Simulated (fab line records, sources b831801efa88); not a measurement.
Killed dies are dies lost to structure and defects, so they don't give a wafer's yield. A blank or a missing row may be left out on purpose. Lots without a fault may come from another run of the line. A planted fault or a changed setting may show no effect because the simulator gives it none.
A struck lot beside a sound one | flow gf180mcu | 16 steps out of a route of 602
Sound: wafers L926.2, L926.4, L926.5. Struck: wafer L931.3. (L931.5 of the same lot was not struck and is left out.) The cause comes at the end.
At each step with rows: each side's tool, then ch and its chambers, then its first start. Under that, the readings that differ: sound wafers | struck wafers | difference of the means | sigmas: that difference in standard deviations of wafers without a fault.
alike: readings whose means differ by less than 2 such deviations, and words and numbers that are the same on both sides. not compared: withheld readings, readings that some wafer has no value for, bounds like >300 that may hide the same value, and numbers for which the record gives no deviation and whose values overlap.
The two part at a step that has a row with sigmas, a row that says differs or no value, or rows on one side only. Numbers that don't overlap but have no deviation are shown without sigmas and don't part them. A reading that every wafer of one side lacks parts them only if that side has two wafers or more.

GF_M4_SPUTTER_04: material TiN, target thk 50 nm, time 41.7 s.
  sound on pvd_sputter-01, day 24 08:49; struck on pvd_sputter-01, day 26 06:52
  alike: throttle_valve_pct
GF_M4_RS_MEAS_05: measures by four-point-probe.
  sound on film_metro-02, day 24 08:52; struck on film_metro-04, day 26 06:56
  reading             | sound                | struck | difference | sigmas
  M4_ALCU_RS (ohm/sq) | 0.0707 0.0712 0.0710 | 0.0689 | -0.0021    | -2
GF_M4_THK_MEAS_06: measures by xrf.
  sound on film_metro-02, day 24 08:59; struck on film_metro-04, day 26 07:02
  alike: M4_ALCU_THK
then, 7 steps without rows for these wafers: GF_M4_DEHYDRATE_07 (time 60 s); GF_M4_HMDS_08 (prime time 60 s); GF_M4_COAT_09 (resist thk 1000 nm); GF_M4_SOFTBAKE_10 (time 60 s); GF_M4_EXPOSE_11 (exposes mask Metal4, target cd 280 nm); GF_M4_PEB_12 (peb time 90 s); GF_M4_DEVELOP_13 (develop time 60 s).
GF_M4_CD_MEAS_14: target cd 280 nm.
  sound on cd_sem-01, day 25 06:41; struck on cd_sem-02, day 27 03:17
  alike: cd_nm
GF_M4_OVL_MEAS_15:
  sound on overlay-02, day 25 06:47; struck on overlay-02, day 27 03:23
  alike: M4_OVL
GF_M4_METAL_ETCH_16: etches the open film in Cl2/BCl3, stops on SiO2, target depth 750.8 nm, time 125.1 s.
  sound on rie_metal-02 ch 0,1, day 25 06:49; struck on rie_metal-01 ch 0, day 27 03:27
  reading                             | sound             | struck | difference | sigmas
  run_length_s (s)                    | 153.7 154.1 153.6 | 144.6  | -9.2       | -13
  model.KrF_of_M4_COAT_09.thk_nm (nm) | 673.7 682.9 678.5 | 708    | +30        |
  alike: bcl3_flow_sccm, drypump_motor_current_A, oes_product_au, throttle_valve_pct
  not compared: rf_hours_counter_h
GF_M4_STRIP_17: strips in O2/N2.
  sound on plasma_asher-02 ch 0,1, day 25 06:56; struck on plasma_asher-02 ch 0, day 27 03:34
  reading                      | sound             | struck | difference | sigmas
  oes_product_au (a.u.)        | 0.536 0.536 0.533 | 0.551  | +0.016     | +3
  strip_time_to_endpoint_s (s) | 7.29 7.35 7.33    | 7.60   | +0.28      | +4
  alike: drypump_motor_current_A, heater_power_w
  not compared: rf_hours_counter_h
then, 1 step without rows for these wafers: GF_M4_STRIP_18 (strips in post etch residue remover, time 1200 s).
-- the record jumps here: 5 days lie between the struck wafers' starts before and after (it left off in module M4 and takes up again in module PASSIVATION, whose first step shown is number 602 of the route) --
GF_PASSIVATION_PROBE_99:
  the record has rows for the struck wafers here (prober-01, day 32 05:14) and none for the sound ones

WHERE THEY PART
First at GF_M4_RS_MEAS_05; last, within this record, at GF_PASSIVATION_PROBE_99.

WHY: what the simulator had put in
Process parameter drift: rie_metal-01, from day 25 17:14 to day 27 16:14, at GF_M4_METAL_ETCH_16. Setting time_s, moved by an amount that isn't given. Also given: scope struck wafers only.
